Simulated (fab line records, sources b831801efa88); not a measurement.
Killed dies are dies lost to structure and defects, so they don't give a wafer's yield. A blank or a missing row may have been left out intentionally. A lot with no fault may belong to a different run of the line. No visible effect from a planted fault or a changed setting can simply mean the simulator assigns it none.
Tool commonality check + flow sky130 + 33 wafers sampled across 11 lots

REASON IT WAS OPENED
SKY_POLY_GATE_THK_MEAS_01, reading POLY_GATE_CVD_00_THK: flagged on 2 of 11 lots. Fault-free wafers read 180.8 nm, with a standard deviation of 1.8.
Rule: a lot is flagged when every wafer of it that has a number lies more than 4 standard deviations from that mean, or none has a number. The rest of the lots are taken to be sound.

| lot  | measured     | on            | POLY_GATE_CVD_00_THK (nm), wafer by wafer | flag    |
|------|--------------|---------------|-------------------------------------------|---------|
| L362 | day 14 15:26 | film_metro-03 | 179.1 180.8 180.1                         |         |
| L361 | day 14 15:27 | film_metro-01 | 184.1 184.0 184.9                         |         |
| L363 | day 15 01:38 | film_metro-03 | 182.5 182.9 183.9                         |         |
| L366 | day 16 07:46 | film_metro-03 | 181.3 182.8 182.7                         |         |
| L369 | day 16 20:00 | film_metro-03 | 164.2 145.3 134.8                         | FLAGGED |
| L371 | day 17 12:18 | film_metro-02 | 107.1 107.0 109.0                         | FLAGGED |
| L379 | day 20 12:58 | film_metro-03 | 177.2 179.2 178.0                         |         |
| L380 | day 20 20:46 | film_metro-01 | 179.8 180.5 180.9                         |         |
| L382 | day 21 16:43 | film_metro-01 | 179.0 180.4 178.8                         |         |
| L383 | day 21 21:04 | film_metro-03 | 179.0 178.8 180.5                         |         |
| L384 | day 22 00:04 | film_metro-03 | 178.2 178.0 179.0                         |         |
On average the flagged lots' numbers are 127.9 nm, which is -52.9 nm against the usual, or -29 standard deviations.

WHICH TOOL EACH LOT WENT THROUGH
The record keeps 1 process step preceding the reading, out of 708 steps on the route. Each cell gives the tool, then ch followed by the chambers the sampled wafers passed through, then the start.
| lot  | flag    | SKY_POLY_GATE_CVD_00        |
|------|---------|-----------------------------|
| L362 |         | lpcvd-01 ch 0, day 14 13:38 |
| L361 |         | lpcvd-01 ch 1, day 14 13:38 |
| L363 |         | lpcvd-01 ch 0, day 15 00:25 |
| L366 |         | lpcvd-01 ch 0, day 16 06:34 |
| L369 | FLAGGED | lpcvd-01 ch 0, day 16 18:47 |
| L371 | FLAGGED | lpcvd-01 ch 0, day 17 10:29 |
| L379 |         | lpcvd-01 ch 1, day 20 11:46 |
| L380 |         | lpcvd-01 ch 0, day 20 19:32 |
| L382 |         | lpcvd-01 ch 0, day 21 14:55 |
| L383 |         | lpcvd-01 ch 0, day 21 19:16 |
| L384 |         | lpcvd-01 ch 1, day 21 22:52 |
These steps, and what they do:
- SKY_POLY_GATE_CVD_00: deposits poly-Si, target thk 180 nm, time 720 s.
- SKY_POLY_GATE_THK_MEAS_01

FLAGGED OVER TOTAL, TOOL BY TOOL (the gauges that took the reading come last)
| step                      | tool          | lots run | flagged | share of the flagged lots | sound lots run after its first flagged lot |
|---------------------------|---------------|----------|---------|---------------------------|--------------------------------------------|
| SKY_POLY_GATE_CVD_00      | lpcvd-01      | 11       | 2       | all                       | 5 (L379,L380,L382,L383,L384)               |
| SKY_POLY_GATE_THK_MEAS_01 | film_metro-01 | 3        | 0       | none                      | -                                          |
| SKY_POLY_GATE_THK_MEAS_01 | film_metro-02 | 1        | 1       | some                      | 0                                          |
| SKY_POLY_GATE_THK_MEAS_01 | film_metro-03 | 7        | 1       | some                      | 3 (L379,L383,L384)                         |

THE TABLE: WHAT IT ALLOWS
Rows of the table that ran each flagged lot: 1, that is lpcvd-01 at SKY_POLY_GATE_CVD_00.
- lpcvd-01 at SKY_POLY_GATE_CVD_00 ran 11 lots, 2 of them flagged. Sound lots ran on it after the first flagged one (L379, L380, L382, L383, L384), which a lasting fault on the whole tool wouldn't allow. Its own readings lie more than 4 standard deviations out on every wafer of the flagged lots: spike_tc_centre_C, spike_tc_upper_C, zone_power_centre_pct, zone_power_top_pct, zone_power_upper_pct.
No row of the table ran every flagged lot and no sound lot after the first.

WHAT THE SIMULATOR PUT IN
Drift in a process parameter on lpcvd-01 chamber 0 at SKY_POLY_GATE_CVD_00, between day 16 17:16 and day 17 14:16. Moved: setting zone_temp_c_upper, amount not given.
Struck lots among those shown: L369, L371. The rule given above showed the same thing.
